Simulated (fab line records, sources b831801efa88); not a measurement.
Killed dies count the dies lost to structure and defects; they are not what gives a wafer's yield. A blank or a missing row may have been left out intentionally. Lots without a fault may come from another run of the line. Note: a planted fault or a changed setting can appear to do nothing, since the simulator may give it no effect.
fab line records -- flow sky130
[record] lots = 6, wafers = 18, last_day = 50
route steps=708 shown POLY_GATE@219 PAD_OPEN@708
lots that met no fault: from a run of the same line without faults
start_h: the number of hours between the record's first day and the start of the first shown wafer of the lot -- wait_h: hours elapsed since this lot's preceding step -- " same as the row above -- L1.1+2: a single row standing in for several wafers -- - no value, or no start given -- * or withheld: withheld -- < > ~ a bound
route shown NAME@n: NAME is a module with steps in the file, n the number in the route of the first one -- usual: the fault-free wafers' mean and standard deviation -- same: alike in all rows -- chamber/n: place in a boat -- sites: readings site by site -- _std_site: the standard deviation of these -- _edge_site: the outer-site mean with the inner-site mean subtracted -- radius_mm: how far each site lies from the wafer's centre -- mask NAME#n: copy n -- behind: the last tool/chamber to shape the wafer -- hold: cause of the lot's hold/its duration in hours/its outcome -- device: the n, p or np transistor that did not switch -- end of line: tests run on the same wafers once the route is complete -- a step with no rows: only its recipe -- killed: count of dies lost to structure and defects at first sort (not the wafer's yield) -- map: a wafer's dies, x killed, . not, _ none there
set.NAME: the setting that was run; set.NAME@STEP: the one run at that earlier step -- model.NAME: the simulator's own value behind a step, which no gauge read
lots seen at some steps along the route; tables by step, rows by wafer
services: the hour from which a tool's chamber was out of use, counted from the record's first day as start_h (under 0 if before that day), plus the number of hours and why
[[steps]]
[step SKY_POLY_GATE_DEHYDRATE_05]
[recipe] temp_c = 200, time_s = 60
[step SKY_POLY_GATE_HMDS_06]
[recipe] prime_time_s = 60, prime_temp_c = 120
[step SKY_POLY_GATE_COAT_07]
[recipe] resist = BARC, temp_c = withheld, time_s = withheld, spin_rpm = 3000, resist_thk_nm = 110
[step SKY_POLY_GATE_COAT_08]
[recipe] resist = KrF-thick, spin_rpm = 3000, resist_thk_nm = 450
[step SKY_POLY_GATE_SOFTBAKE_09]
[recipe] temp_c = 100, time_s = 90, resist = KrF-thick
[step SKY_POLY_GATE_EXPOSE_10]
[recipe] mask_id = P1M, na = 0.68, source_shape = conventional, sigma_outer = 0.6, target_cd_nm = 150, dose_mj = 28
[step SKY_POLY_GATE_PEB_11]
[recipe] peb_temp_c = withheld, peb_time_s = withheld, resist = KrF-thick
[step SKY_POLY_GATE_DEVELOP_12]
[recipe] develop_time_s = 60, resist = KrF-thick, dev_temp_c = 22.05
[step SKY_POLY_GATE_CD_MEAS_13]
[recipe] target_cd_nm = 150
[usual] cd_nm = 150.1/1.3
lot.wafer,tool,chamber,start_h,wait_h,cd_nm
L160.1,cd_sem-01,-,430.69,-,149.2
L160.2,cd_sem-01,-,430.69,-,149.5
L160.5,cd_sem-01,-,430.69,-,149.1
L164.1,cd_sem-01,-,453.99,-,149.9
L164.3,cd_sem-01,-,453.99,-,147.8
L164.4,cd_sem-01,-,453.99,-,150.1
L169.1,cd_sem-01,-,493.13,-,149.6
L169.4,cd_sem-01,-,493.13,-,149.3
L169.6,cd_sem-01,-,493.13,-,149.9
L170.2,cd_sem-02,-,506.20,-,151.0
L170.3,cd_sem-02,-,506.20,-,149.9
L170.6,cd_sem-02,-,506.20,-,150.8
L173.1,cd_sem-02,-,521.07,-,150.6
L173.2,cd_sem-02,-,521.07,-,150.4
L173.4,cd_sem-02,-,521.07,-,151.3
L178.2,cd_sem-02,-,568.40,-,152.0
L178.4,cd_sem-02,-,568.40,-,150.5
L178.6,cd_sem-02,-,568.40,-,150.2
[step SKY_POLY_GATE_OVL_MEAS_14]
[usual] POLY_GATE_OVL = -2/6.4
lot.wafer,tool,chamber,start_h,wait_h,POLY_GATE_OVL[nm]
L160.1,overlay-01,-,430.81,0.1,-13
L160.2,overlay-01,-,430.81,0.1,-10
L160.5,overlay-01,-,430.81,0.1,-8
L164.1,overlay-02,-,454.11,0.1,-9
L164.3,overlay-02,-,454.11,0.1,-7
L164.4,overlay-02,-,454.11,0.1,-8
L169.1,overlay-01,-,493.25,0.1,-4
L169.4,overlay-01,-,493.25,0.1,0
L169.6,overlay-01,-,493.25,0.1,-6
L170.2,overlay-01,-,506.31,0.1,-1
L170.3,overlay-01,-,506.31,0.1,2
L170.6,overlay-01,-,506.31,0.1,-2
L173.1,overlay-01,-,521.19,0.1,-5
L173.2,overlay-01,-,521.19,0.1,-3
L173.4,overlay-01,-,521.19,0.1,-5
L178.2,overlay-01,-,568.51,0.1,3
L178.4,overlay-01,-,568.51,0.1,6
L178.6,overlay-01,-,568.51,0.1,-2
[step SKY_POLY_GATE_ETCH_15]
[recipe] chemistry = N2/H2, target = BARC, ion_energy_ev = 200, source_w = 500, bias_w = 100, pressure_mtorr = 30, n2_flow_sccm = 100, h2_flow_sccm = 200, stop_on = SiO2, time_s = 118.5, target_depth_a = 1100
[usual] bias_w = 100.0/0.3, chamber_pressure_mTorr = 30.00/0.035, drypump_motor_current_A = 5.7/0.56, oes_product_au = 0.716/0.0041, rf_fwd_power_W = 497.5/1.8, throttle_valve_pct = 13.212/0.0092
[same] time_s = 118.5
lot.wafer,tool,chamber,start_h,wait_h,bias_w,chamber_pressure_mTorr,drypump_motor_current_A,oes_product_au,rf_fwd_power_W,rf_hours_counter_h,throttle_valve_pct
L160.1,rie_diel-03,2,430.84,0.0,100.0,29.98,6.6,0.713,495.2,3,13.211
L160.2,rie_diel-03,1,430.84,0.0,100.0,29.95,5.4,0.717,495.3,31,13.220
L160.5,rie_diel-03,3,430.84,0.0,99.6,30.02,4.7,0.716,497.5,-,13.211
L164.1,rie_diel-02,0,454.14,0.0,100.3,29.97,5.7,0.722,497.2,95,13.216
L164.3,rie_diel-02,3,454.14,0.0,100.1,29.99,5.7,0.719,496.0,12,13.216
L164.4,rie_diel-02,1,454.14,0.0,100.0,30.00,6.0,0.716,497.2,25,13.195
L169.1,rie_diel-04,0,493.29,0.0,99.8,30.00,5.5,0.719,499.5,82,13.217
L169.4,rie_diel-04,3,493.29,0.0,100.0,30.01,6.6,0.711,498.7,9,13.198
L169.6,rie_diel-04,2,493.29,0.0,99.9,29.95,5.1,0.718,497.4,-,13.211
L170.2,rie_diel-03,3,506.34,0.0,99.9,30.01,4.7,0.717,497.2,6,13.217
L170.3,rie_diel-03,1,506.34,0.0,99.9,29.96,5.4,0.710,495.3,32,13.212
L170.6,rie_diel-03,3,506.34,0.0,99.7,30.00,4.7,0.725,497.2,-,13.207
L173.1,rie_diel-02,3,521.23,0.0,99.5,30.06,5.6,0.717,497.7,13,13.216
L173.2,rie_diel-02,0,521.23,0.0,100.0,30.02,5.8,0.716,496.2,0,13.207
L173.4,rie_diel-02,1,521.23,0.0,99.7,29.96,6.0,0.718,497.0,-,13.201
L178.2,rie_diel-03,1,568.54,0.0,100.2,30.01,5.5,0.710,498.9,34,13.196
L178.4,rie_diel-03,0,568.54,0.0,99.9,30.02,5.8,0.712,496.3,14,13.222
L178.6,rie_diel-03,0,568.54,0.0,100.0,29.96,5.8,0.713,498.7,-,13.211
[step SKY_POLY_GATE_ETCH_16]
[recipe] stop_on = poly-Si, chemistry = CH3F/O2, target = Si3N4, source_w = 400, bias_w = 80, pressure_mtorr = 25, ch3f_flow_sccm = 40, O2_flow_sccm = 30, time_s = 147.5, target_depth_a = 750
[usual] O2_flow_sccm = 30.00/0.085, bias_w = 80.03/0.23, chamber_pressure_mTorr = 25.002/0.023, drypump_motor_current_A = 5.7/0.56, oes_product_au = 0.640/0.005, rf_fwd_power_W = 398.3/1.3, throttle_valve_pct = 10.534/0.0088
[same] time_s = 147.5
lot.wafer,tool,chamber,start_h,wait_h,O2_flow_sccm,bias_w,chamber_pressure_mTorr,drypump_motor_current_A,oes_product_au,rf_fwd_power_W,rf_hours_counter_h,throttle_valve_pct
L160.1,rie_diel-03,2,430.92,0.0,30.15,80.15,24.997,6.5,0.636,399.7,3,10.539
L160.2,rie_diel-03,1,430.92,0.0,29.98,80.14,25.028,5.4,0.639,398.5,31,10.548
L160.5,rie_diel-03,3,430.92,0.0,29.90,79.91,25.009,4.7,0.637,396.7,-,10.531
L164.1,rie_diel-02,0,454.22,0.0,30.03,80.14,25.013,5.8,0.643,397.2,95,10.521
L164.3,rie_diel-02,3,454.22,0.0,29.95,79.60,25.016,5.7,0.633,397.5,12,10.555
L164.4,rie_diel-02,1,454.22,0.0,30.00,79.91,25.019,6.0,0.640,398.5,25,10.535
L169.1,rie_diel-04,0,493.37,0.0,29.98,79.87,24.954,5.5,0.637,395.6,82,10.541
L169.4,rie_diel-04,3,493.37,0.0,30.05,79.96,24.981,6.6,0.633,399.5,9,10.525
L169.6,rie_diel-04,2,493.37,0.0,29.95,79.97,25.019,5.1,0.639,398.3,-,10.534
L170.2,rie_diel-03,3,506.42,0.0,29.92,79.96,24.984,4.7,0.632,396.4,6,10.533
L170.3,rie_diel-03,1,506.42,0.0,30.14,80.24,25.028,5.5,0.636,398.5,32,10.542
L170.6,rie_diel-03,3,506.42,0.0,29.84,80.23,25.024,4.7,0.637,398.3,-,10.530
L173.1,rie_diel-02,3,521.31,0.0,30.03,79.92,25.020,5.7,0.647,402.1,13,10.522
L173.2,rie_diel-02,0,521.31,0.0,29.85,80.12,24.999,5.8,0.639,398.1,0,10.519
L173.4,rie_diel-02,1,521.31,0.0,29.77,80.36,24.989,6.0,0.645,400.7,-,10.549
L178.2,rie_diel-03,1,568.62,0.0,29.95,80.15,24.980,5.4,0.640,397.4,34,10.535
L178.4,rie_diel-03,0,568.62,0.0,29.87,79.57,24.988,5.8,0.645,398.2,15,10.528
L178.6,rie_diel-03,0,568.62,0.0,29.87,80.33,24.995,5.8,0.650,400.5,-,10.523
[step SKY_POLY_GATE_ETCH_17]
[recipe] target_depth_nm = 180, stop_on = SiO2, over_etch_frac = 0.56667, chemistry = HBr/Cl2, target = poly-Si, icp_w = 400, bias_w = 100, pressure_mtorr = 10, HBr_flow_sccm = 150, Cl2_flow_sccm = 50, time_s = 70.5
[usual] HBr_flow_sccm = 150.0/0.4, bias_w = 100.0/0.32, chamber_pressure_mTorr = 9.999/0.009, drypump_motor_current_A = 5.6/0.31, oes_product_au = 0.975/0.0074, rf_fwd_power_W = 397.2/1.3, throttle_valve_pct = 33.685/0.0089, time_s = 70.5/0
lot.wafer,tool,chamber,start_h,wait_h,HBr_flow_sccm,bias_w,chamber_pressure_mTorr,drypump_motor_current_A,oes_product_au,rf_fwd_power_W,rf_hours_counter_h,throttle_valve_pct,time_s,model.KrF-thick_of_POLY_GATE_COAT_08.thk_nm
L160.1,rie_si-01,3,431.02,0.0,150.6,100.3,9.995,5.1,0.980,394.7,2,33.689,70.5,137.9
L160.2,rie_si-01,1,431.02,0.0,149.6,100.3,10.001,5.8,0.983,395.7,50,33.664,70.5,138.3
L160.5,rie_si-01,2,431.02,0.0,150.1,100.4,10.014,5.3,0.976,398.6,-,33.679,70.5,144.6
L164.1,rie_si-01,3,454.32,0.0,150.4,99.6,9.995,5.1,0.976,397.1,2,33.684,70.5,141.1
L164.3,rie_si-01,1,454.32,0.0,150.1,99.8,9.994,5.7,0.979,397.3,50,33.700,70.5,138.2
L164.4,rie_si-01,3,454.32,0.0,150.2,99.8,10.000,5.1,0.970,397.8,-,33.694,70.5,142.8
L169.1,rie_si-01,2,493.47,0.0,-,-,-,-,-,-,-,-,-,230.4
L169.4,rie_si-01,3,493.47,0.0,-,-,-,-,-,-,-,-,-,232.1
L169.6,rie_si-01,2,493.47,0.0,-,-,-,-,-,-,-,-,-,232.7
L170.2,rie_si-02,2,506.52,0.0,-,-,-,-,-,-,-,-,-,237.1
L170.3,rie_si-02,3,506.52,0.0,-,-,-,-,-,-,-,-,-,234.6
L170.6,rie_si-02,0,506.52,0.0,-,-,-,-,-,-,-,-,-,238.7
L173.1,rie_si-01,2,521.41,0.0,150.3,99.7,9.996,5.3,0.982,398.0,0,33.686,70.5,137.9
L173.2,rie_si-01,0,521.41,0.0,150.2,100.0,9.994,5.7,0.965,396.3,1,33.680,70.5,142.4
L173.4,rie_si-01,0,521.41,0.0,149.8,100.4,10.019,5.7,0.975,396.1,-,33.683,70.5,138.5
L178.2,rie_si-02,3,568.72,0.0,149.8,100.3,10.002,5.8,0.984,398.2,1,33.690,70.5,139.1
L178.4,rie_si-02,0,568.72,0.0,150.5,100.1,10.007,5.9,0.972,396.6,31,33.687,70.5,140
L178.6,rie_si-02,0,568.72,0.0,149.6,100.2,10.005,5.9,0.979,395.2,-,33.680,70.5,138.7
[step SKY_POLY_GATE_STRIP_18]
[recipe] chemistry = O2/N2, power_w = 1400, pressure_mtorr = 1500, platen_temp_c = withheld, o2_flow_sccm = 3000, n2_flow_sccm = 300, overash_fraction = 0.5
[usual] chamber_pressure_mTorr = 1500.1/1.4, drypump_motor_current_A = 5.7/0.52, oes_product_au = 0.361/0.0047, strip_time_to_endpoint_s = 3.160/0.027
lot.wafer,tool,chamber,start_h,wait_h,chamber_pressure_mTorr,drypump_motor_current_A,oes_product_au,rf_hours_counter_h,strip_time_to_endpoint_s
L160.1,plasma_asher-01,0,431.08,0.0,1499.7,6.5,0.358,0,3.135
L160.2,plasma_asher-01,1,431.08,0.0,1497.5,6.1,0.365,0,3.144
L160.5,plasma_asher-01,1,431.08,0.0,1500.9,6.1,0.350,-,3.210
L164.1,plasma_asher-01,1,454.38,0.0,1500.8,6.1,0.360,3,3.172
L164.3,plasma_asher-01,0,454.38,0.0,1500.9,6.5,0.365,-,3.147
L164.4,plasma_asher-01,1,454.38,0.0,1502.3,6.1,0.359,-,3.201
L169.1,plasma_asher-01,0,493.53,0.0,1501.9,6.5,0.394,6,4.158
L169.4,plasma_asher-01,0,493.53,0.0,1500.1,6.5,0.405,-,4.178
L169.6,plasma_asher-01,1,493.53,0.0,1499.4,6.1,0.402,-,4.168
L170.2,plasma_asher-03,0,506.58,0.0,1500.7,4.9,0.409,66,4.195
L170.3,plasma_asher-03,1,506.58,0.0,1498.4,5.9,0.407,-,4.176
L170.6,plasma_asher-03,0,506.58,0.0,1500.5,4.9,0.399,-,4.221
L173.1,plasma_asher-03,1,521.47,0.0,1497.7,5.9,0.356,68,3.141
L173.2,plasma_asher-03,0,521.47,0.0,1498.3,4.9,0.365,68,3.180
L173.4,plasma_asher-03,1,521.47,0.0,1500.6,5.9,0.365,-,3.150
L178.2,plasma_asher-03,1,568.78,0.0,1496.3,5.9,0.358,73,3.174
L178.4,plasma_asher-03,0,568.78,0.0,1499.1,4.9,0.362,-,3.160
L178.6,plasma_asher-03,1,568.78,0.0,1496.5,5.9,0.354,-,3.153
[step SKY_POLY_GATE_CLEAN_19]
[recipe] chemistry = SC1/SC2, mix = 1:4:20, temp_c = 70, time_s = 150, dry = n2_spin
[step SKY_PAD_OPEN_PROBE_99]
[usual] killed_at_M0_to_M3 = 44/6.8, killed_at_M4_up = 3.1/1.9, killed_at_contacts = 25/5.9, killed_at_front_end = 15/4.3, killed_at_other = 0.2/0.51, killed_dies = 87/11, killed_on_rim = 17/3.6, killed_open = 47/7.9, killed_short = 39/6.4
[same] gross_dies = 492, killed_at_back_side = 0
lot.wafer,tool,chamber,start_h,wait_h,hold,killed_at_M0_to_M3,killed_at_M4_up,killed_at_contacts,killed_at_front_end,killed_at_other,killed_dies,killed_on_rim,killed_open,killed_short
L160.1,prober-01,-,1121.27,0.1,-,46,4,15,15,0,80,14,43,37
L160.2,prober-01,-,1121.32,0.1,-,37,2,21,16,0,76,10,42,34
L160.5,prober-01,-,1121.47,0.2,-,55,3,29,9,0,96,19,58,38
L164.1,prober-02,-,1128.35,0.1,-,47,2,34,15,0,98,21,61,37
L164.3,prober-02,-,1128.45,0.2,-,45,3,25,12,0,85,15,42,43
L164.4,prober-02,-,1128.50,0.2,-,25,4,27,9,0,65,13,39,26
L169.1,prober-01,-,1160.94,0.1,await_dispo/5.5h/scrap,44,2,27,419,0,492,96,45,37
L169.4,prober-01,-,1161.09,0.2,await_dispo/5.5h/scrap,43,4,19,425,1,492,96,46,35
L169.6,prober-01,-,1161.19,0.2,await_dispo/5.5h/scrap,50,3,22,417,0,492,96,48,39
L170.2,prober-02,-,1161.81,0.1,await_dispo/1.6h/scrap,49,5,26,412,0,492,96,55,40
L170.3,prober-02,-,1161.86,0.2,await_dispo/1.6h/scrap,44,3,27,418,0,492,96,50,37
L170.6,prober-02,-,1162.01,0.2,await_dispo/1.6h/scrap,40,5,29,418,0,492,96,46,38
L173.1,prober-01,-,1168.94,0.1,-,37,8,31,21,1,98,22,56,42
L173.2,prober-01,-,1168.99,0.1,-,47,1,28,15,1,92,18,49,43
L173.4,prober-01,-,1169.09,0.2,-,44,1,29,11,0,85,12,45,40
L178.2,prober-02,-,1200.59,0.1,-,32,3,23,11,0,69,16,31,38
L178.4,prober-02,-,1200.69,0.2,-,44,5,26,13,0,88,15,45,43
L178.6,prober-02,-,1200.79,0.2,-,38,3,25,15,0,81,12,39,42
// killed by level:class
L160.1 VIA2:geometric_particle:open=9 VIA1:geometric_particle:short=8 CONTACT:geometric_particle:open=6 VIA1:geometric_particle:open=6 VIA3:geometric_particle:open=6 VIA3:geometric_particle:short=5 VIA2:geometric_particle:short=4 METAL2:geometric_particle:short=4
L160.2 CONTACT:geometric_particle:short=8 VIA3:geometric_particle:open=8 LI_CONTACT:geometric_particle:open=7 VIA2:geometric_particle:open=7 METAL2:geometric_particle:short=6 CONTACT:geometric_particle:open=6 VIA1:geometric_particle:open=5 FIELD_ISO:geometric_particle:short=4
L160.5 VIA1:geometric_particle:open=17 CONTACT:geometric_particle:open=10 METAL2:geometric_particle:short=9 VIA2:geometric_particle:open=7 METAL1:geometric_particle:short=7 FIELD_ISO:geometric_particle:open=6 LI_CONTACT:geometric_particle:open=6 CONTACT:geometric_particle:short=6
L164.1 CONTACT:geometric_particle:open=14 LI_CONTACT:geometric_particle:open=12 VIA1:geometric_particle:open=11 VIA2:geometric_particle:open=8 METAL1:geometric_particle:short=6 CONTACT:geometric_particle:short=5 VIA3:geometric_particle:open=5 FIELD_ISO:geometric_particle:short=4
L164.3 VIA1:geometric_particle:open=10 METAL1:geometric_particle:short=9 LI_CONTACT:geometric_particle:open=8 VIA2:geometric_particle:open=7 CONTACT:geometric_particle:short=6 METAL2:geometric_particle:short=6 FIELD_ISO:geometric_particle:short=5 LOCAL_INTERCONNECT:geometric_particle:short=4
L164.4 LI_CONTACT:geometric_particle:open=12 VIA1:geometric_particle:open=6 METAL2:geometric_particle:short=5 CONTACT:geometric_particle:open=5 LI_CONTACT:geometric_particle:short=4 VIA2:geometric_particle:open=4 METAL4:geometric_particle:short=4 FIELD_ISO:geometric_particle:open=3
L169.1 POLY_GATE:area_etch=410 VIA1:geometric_particle:open=14 CONTACT:geometric_particle:open=8 LOCAL_INTERCONNECT:geometric_particle:short=6 CONTACT:geometric_particle:short=6 METAL2:geometric_particle:short=6 VIA1:geometric_particle:short=5 FIELD_ISO:geometric_particle:open=4
L169.4 POLY_GATE:area_etch=411 VIA3:geometric_particle:open=10 VIA1:geometric_particle:open=9 CONTACT:geometric_particle:open=7 VIA1:geometric_particle:short=7 METAL2:geometric_particle:short=6 FIELD_ISO:geometric_particle:open=5 METAL1:geometric_particle:short=4
L169.6 POLY_GATE:area_etch=405 LI_CONTACT:geometric_particle:open=8 VIA1:geometric_particle:open=8 VIA3:geometric_particle:open=7 METAL2:geometric_particle:short=5 METAL1:geometric_particle:short=5 VIA2:geometric_particle:open=5 FIELD_ISO:geometric_particle:short=4
L170.2 POLY_GATE:area_etch=397 VIA1:geometric_particle:open=14 LI_CONTACT:geometric_particle:open=10 VIA3:geometric_particle:open=8 CONTACT:geometric_particle:open=7 VIA3:geometric_particle:short=7 FIELD_ISO:geometric_particle:open=5 VIA1:geometric_particle:short=5
L170.3 POLY_GATE:area_etch=405 VIA1:geometric_particle:open=11 VIA1:geometric_particle:short=10 LI_CONTACT:geometric_particle:open=7 CONTACT:geometric_particle:open=7 FIELD_ISO:geometric_particle:open=6 VIA2:geometric_particle:open=6 METAL1:geometric_particle:short=5
L170.6 POLY_GATE:area_etch=408 CONTACT:geometric_particle:open=10 VIA1:geometric_particle:open=10 LI_CONTACT:geometric_particle:open=9 METAL2:geometric_particle:short=7 LOCAL_INTERCONNECT:geometric_particle:short=5 CONTACT:geometric_particle:short=4 METAL1:geometric_particle:short=4
L173.1 CONTACT:geometric_particle:open=18 VIA1:geometric_particle:open=8 CONTACT:geometric_particle:short=7 FIELD_ISO:geometric_particle:short=6 VIA2:geometric_particle:open=6 VIA1:geometric_particle:short=5 FIELD_ISO:geometric_particle:open=4 POLY_GATE:geometric_particle:open=4
L173.2 CONTACT:geometric_particle:open=11 VIA1:geometric_particle:open=11 VIA1:geometric_particle:short=8 VIA3:geometric_particle:open=7 METAL2:geometric_particle:short=7 LI_CONTACT:geometric_particle:open=6 CONTACT:geometric_particle:short=6 METAL1:geometric_particle:short=6
L173.4 CONTACT:geometric_particle:open=13 VIA2:geometric_particle:open=11 LI_CONTACT:geometric_particle:open=7 VIA1:geometric_particle:short=6 VIA2:geometric_particle:short=6 CONTACT:geometric_particle:short=5 METAL2:geometric_particle:short=5 FIELD_ISO:geometric_particle:open=4
L178.2 LI_CONTACT:geometric_particle:open=7 CONTACT:geometric_particle:open=6 VIA1:geometric_particle:open=6 VIA1:geometric_particle:short=5 LI_CONTACT:geometric_particle:short=4 VIA3:geometric_particle:open=4 METAL2:geometric_particle:short=4 VIA3:geometric_particle:short=4
L178.4 VIA1:geometric_particle:open=15 LI_CONTACT:geometric_particle:open=7 CONTACT:geometric_particle:short=6 VIA1:geometric_particle:short=5 VIA3:geometric_particle:open=5 METAL4:geometric_particle:short=5 LI_CONTACT:geometric_particle:short=4 CONTACT:geometric_particle:open=4
L178.6 VIA1:geometric_particle:open=9 POLY_GATE:geometric_particle:short=8 LI_CONTACT:geometric_particle:open=8 VIA3:geometric_particle:open=7 CONTACT:geometric_particle:open=6 METAL2:geometric_particle:short=5 VIA1:geometric_particle:short=5 FIELD_ISO:geometric_particle:open=4
// map L169.1 (x killed, . not)
__________xxxxxxxxxx_________
________xxxxxxxxxxxxxx_______
______xxxxxxxxxxxxxxxxxx_____
_____xxxxxxxxxxxxxxxxxxxx____
____xxxxxxxxxxxxxxxxxxxxxx___
___xxxxxxxxxxxxxxxxxxxxxxxx__
__xxxxxxxxxxxxxxxxxxxxxxxxxx_
_xxxxxxxxxxxxxxxxxxxxxxxxxxxx
_xxxxxxxxxxxxxxxxxxxxxxxxxxxx
_xxxxxxxxxxxxxxxxxxxxxxxxxxxx
_xxxxxxxxxxxxxxxxxxxxxxxxxxxx
_xxxxxxxxxxxxxxxxxxxxxxxxxxxx
_xxxxxxxxxxxxxxxxxxxxxxxxxxxx
_xxxxxxxxxxxxxxxxxxxxxxxxxxxx
_xxxxxxxxxxxxxxxxxxxxxxxxxxxx
__xxxxxxxxxxxxxxxxxxxxxxxxxx_
___xxxxxxxxxxxxxxxxxxxxxxxx__
____xxxxxxxxxxxxxxxxxxxxxx___
_____xxxxxxxxxxxxxxxxxxxx____
______xxxxxxxxxxxxxxxxxx_____
________xxxxxxxxxxxxxx_______
__________xxxxxxxxxx_________
// map L170.2 (x killed, . not)
__________xxxxxxxxxx_________
________xxxxxxxxxxxxxx_______
______xxxxxxxxxxxxxxxxxx_____
_____xxxxxxxxxxxxxxxxxxxx____
____xxxxxxxxxxxxxxxxxxxxxx___
___xxxxxxxxxxxxxxxxxxxxxxxx__
__xxxxxxxxxxxxxxxxxxxxxxxxxx_
_xxxxxxxxxxxxxxxxxxxxxxxxxxxx
_xxxxxxxxxxxxxxxxxxxxxxxxxxxx
_xxxxxxxxxxxxxxxxxxxxxxxxxxxx
_xxxxxxxxxxxxxxxxxxxxxxxxxxxx
_xxxxxxxxxxxxxxxxxxxxxxxxxxxx
_xxxxxxxxxxxxxxxxxxxxxxxxxxxx
_xxxxxxxxxxxxxxxxxxxxxxxxxxxx
_xxxxxxxxxxxxxxxxxxxxxxxxxxxx
__xxxxxxxxxxxxxxxxxxxxxxxxxx_
___xxxxxxxxxxxxxxxxxxxxxxxx__
____xxxxxxxxxxxxxxxxxxxxxx___
_____xxxxxxxxxxxxxxxxxxxx____
______xxxxxxxxxxxxxxxxxx_____
________xxxxxxxxxxxxxx_______
__________xxxxxxxxxx_________
[[services]]
tool,chamber,start_h,hours,kind
plasma_asher-01,-,421.25,9.0,pm
rie_si-02,1,431.93,5.6,repair
rie_si-02,1,449.21,2.2,repair
rie_si-01,2,450.32,-,clean
rie_si-01,2,450.32,15.3,scheduled_down
rie_si-01,2,450.32,15.3,vent_cycle
rie_diel-02,2,455.91,18.3,repair
plasma_asher-01,-,462.33,2.8,pm
rie_diel-02,0,474.24,-,clean
rie_diel-02,0,474.24,27.2,scheduled_down
rie_diel-02,0,474.24,27.2,vent_cycle
rie_diel-03,0,481.24,1.3,repair
rie_si-02,3,495.15,3.4,repair
rie_si-01,1,518.13,-,clean
rie_si-01,1,518.13,32.6,scheduled_down
rie_diel-02,2,519.88,5.8,repair
rie_diel-02,3,525.38,3.1,repair
rie_diel-03,3,527.72,5.1,repair
rie_diel-03,2,536.36,1.2,repair
rie_si-01,3,539.25,2.4,repair
rie_diel-02,2,551.99,2.1,repair
rie_diel-03,-,562.83,2.8,pm
rie_diel-04,-,563.88,0.5,repair
rie_si-02,-,566.19,1.1,repair
[[key]]
[first_sign] step = SKY_POLY_GATE_ETCH_17, reading = tool_record, direction = missing
[effect] step = SKY_POLY_GATE_STRIP_18, reading = strip_time_to_endpoint_s, direction = up, sigmas = 37, usual = *, struck = *
[effect] step = SKY_PAD_OPEN_PROBE_99, reading = killed_at_front_end, direction = up, sigmas = 94, usual = 15, struck = 418
[model_effect] step = SKY_POLY_GATE_ETCH_17, value = KrF-thick_of_POLY_GATE_COAT_08.thk_nm, without = 140.3, struck = 234.3
[more_kills_born_at] SKY_POLY_GATE_ETCH_17@rie_si-01 = 1226, SKY_POLY_GATE_ETCH_17@rie_si-02 = 1210
met_at SKY_POLY_GATE_ETCH_17
struck_wafers L169.1,L169.4,L169.6,L170.2,L170.3,L170.6
later_rows_left_out L169.1,L169.4,L169.6,L170.2,L170.3,L170.6
tester_left_out L169,L170
onset_between 454.32 493.47
[fault] kind = skipped_step_whole, tool = rie_si-01,rie_si-02, chamber = -, onset_h = 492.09, steps = SKY_POLY_GATE_ETCH_17, scope = struck_lots_only
// tester_left_out: of these lots the tester's yield and bins aren't shown, on N5 and GAA mostly nor the transistor test; their killed dies are dies lost to structure and defects alone, not to doping, threshold or leakage, so they don't give the yield
// later_rows_left_out: the simulator's readings of these wafers behind a module that went badly wrong aren't trusted and aren't shown, but for the sort
